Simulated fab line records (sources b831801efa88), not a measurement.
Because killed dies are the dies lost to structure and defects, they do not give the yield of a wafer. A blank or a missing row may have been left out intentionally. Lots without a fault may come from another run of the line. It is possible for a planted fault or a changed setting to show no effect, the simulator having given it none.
Comparing a struck lot with a sound one | flow sfq-line | 14 out of 325 route steps
Sound: wafers L417.2, L417.5, L417.6. Struck: wafer L424.4; the same lot's L424.3 was not struck, so it is left out; see the end for the cause.
Order at every step that has rows: each side's tool, ch and its chambers, its first start. Under that, the readings that differ: sound wafers | struck wafers | difference of the means | sigmas: that difference in standard deviations of wafers without a fault.
alike: readings whose means differ by less than 2 such deviations, and words and numbers that are the same on both sides. not compared: withheld readings, readings that some wafer has no value for, bounds like >300 that may hide the same value, and numbers for which the record gives no deviation and whose values overlap.
Wherever a step has rows on one side only, a row that says differs or no value, or a row with sigmas, the two part there. Numbers that have no deviation but don't overlap get no sigmas and don't part them. A reading that every wafer of one side lacks parts them only if that side has two wafers or more.

first, 6 steps without rows for these wafers: SFQ_TRILAYER_M4_LITHO_COAT_098 (resist thk 62 nm); SFQ_TRILAYER_M4_LITHO_COAT_093 (resist thk 600 nm); SFQ_TRILAYER_M4_LITHO_SOFTBAKE_097; SFQ_TRILAYER_M4_LITHO_EXPOSE_094 (exposes mask M4, target cd 500 nm); SFQ_TRILAYER_M4_LITHO_PEB_096 (peb time 60 s); SFQ_TRILAYER_M4_LITHO_DEVELOP_095 (time 60 s).
SFQ_M4_OVL_MEAS_926:
  sound on overlay-02 at day 42 09:05; struck on overlay-02 at day 45 18:34
  alike: M4_OVL
SFQ_TRILAYER_M4_BARC_OPEN_METAL_ETCH_123: etches BARC in O2, target depth 125 nm, time 41.7 s.
  sound on rie-metal-01 ch 0,1, day 42 09:07; struck on rie-metal-03 ch 0, day 45 18:37
  alike: drypump-motor-current-A, he-backside-leak-sccm, oes-product-au
  not compared: rf-hours-counter-h
SFQ_TRILAYER_M4_ETCH_METAL_ETCH_096: etches Nb in Cl2/Ar, stops on SiO2, target depth 240 nm, time 120 s.
  sound on rie-metal-01 ch 0,1, day 42 09:10; struck on rie-metal-03 ch 0, day 45 18:41
  alike: drypump-motor-current-A, he-backside-leak-sccm, oes-product-au
  not compared: rf-hours-counter-h
SFQ_TRILAYER_M4_STRIP_STRIP_097: strips in O2.
  sound on rie-metal-01 ch 0,1, day 42 09:18; struck on rie-metal-03 ch 0, day 45 18:59
  alike: drypump-motor-current-A, he-backside-leak-sccm, oes-product-au
  not compared: rf-hours-counter-h
then, 1 step without rows for these wafers: SFQ_TRILAYER_M4_STRIP_SOLV_CLEAN_098 (cleans in NMP, time 600 s).
SFQ_TRILAYER_I4_DEP_PECVD_099: deposits SiO2 from SiH4/N2O, time 111.11 s, target thk 500 nm.
  sound on pecvd-02 ch 0,1,2, day 42 10:04; struck on pecvd-01 ch 0, day 45 19:33
  reading                | sound          | struck | difference | sigmas
  throttle-valve-pct (%) | 24.6 24.3 24.2 | 22.2   | -2.2       | -3
  alike: chamber-pressure-Torr, heater-power-w
SFQ_TRILAYER_I4_CMP_CMP_100: polishes SiO2.
  sound on cmp-02 ch 0,1,2, day 42 23:46; struck on cmp-02 ch 3, day 46 03:18
  reading                | sound       | struck | difference | sigmas
  time-to-endpoint-s (s) | 220 211 212 | 112    | -102       | -11
  alike: motor-current-A
SFQ_I4_BOW_MEAS_927:
  sound on film-metro-01 at day 43 01:47; struck on film-metro-04 at day 46 04:50
  alike: I4_BOW

WHERE THEY PART
First at SFQ_TRILAYER_I4_DEP_PECVD_099; last, within this record, at SFQ_TRILAYER_I4_CMP_CMP_100. Later steps at which nothing parts them and some readings are alike: SFQ_I4_BOW_MEAS_927.

WHY: whatever the simulator had introduced
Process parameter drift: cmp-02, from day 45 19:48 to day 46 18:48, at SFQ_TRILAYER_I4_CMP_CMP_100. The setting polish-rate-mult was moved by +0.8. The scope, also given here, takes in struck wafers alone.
